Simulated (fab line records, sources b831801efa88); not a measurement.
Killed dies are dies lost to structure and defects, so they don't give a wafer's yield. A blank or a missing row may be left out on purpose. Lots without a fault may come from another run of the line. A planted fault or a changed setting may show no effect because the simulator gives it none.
Which tool did it? | flow sky130 | 6 lots, 18 wafers sampled, at 2 steps of a route of 708

WHAT THE GAUGES READ, wafer by wafer
SKY_VIA1_THK_MEAS_01.
lot  | measured     | on            | VIA1_HDPCVD_THK (nm)
L492 | day 35 07:28 | film_metro-02 | 1029 1016 1033
L499 | day 37 03:40 | film_metro-04 | 1016 1013 1036
L503 | day 38 06:05 | film_metro-04 | 1022 998 1035
L505 | day 38 15:26 | film_metro-02 | 1039 1026 1018
L507 | day 38 23:32 | film_metro-01 | 1025 1043 1006
L509 | day 39 16:42 | film_metro-04 | 1021 1013 1004

WHICH TOOL RAN EACH LOT (tool, then ch and the chambers of the sampled wafers, then the start)
lot  | SKY_METAL1_SPUTTER_04
L492 | pvd_sputter-01, day 34 03:59
L499 | pvd_sputter-04, day 36 00:52
L503 | pvd_sputter-02, day 37 02:45
L505 | pvd_sputter-04, day 37 13:09
L507 | pvd_sputter-01, day 37 21:37
L509 | pvd_sputter-01, day 38 15:16
- SKY_METAL1_SPUTTER_04: material TiN, target thk 70 nm, time 58.3 s.

THE ANSWER, worked out from the rows above alone
Rule: what is usual is taken from the lots themselves. Put in order of their means at a reading, lots are off if they are a third of the lots or fewer, leave a main group of 4 or more, and stand apart from it by a gap of 3 or more times the standard deviation of the main group's means; of several such gaps the widest counts. A main group whose means are all the same, to the digits that the tables above print for the reading, isn't used. A lot without any number at a reading at which 4 lots or more have one is off too. The other lots that the step has rows for count as sound.
No lot is off at any reading shown: from this, nothing can be told.

WHAT THE SIMULATOR HAD PUT IN
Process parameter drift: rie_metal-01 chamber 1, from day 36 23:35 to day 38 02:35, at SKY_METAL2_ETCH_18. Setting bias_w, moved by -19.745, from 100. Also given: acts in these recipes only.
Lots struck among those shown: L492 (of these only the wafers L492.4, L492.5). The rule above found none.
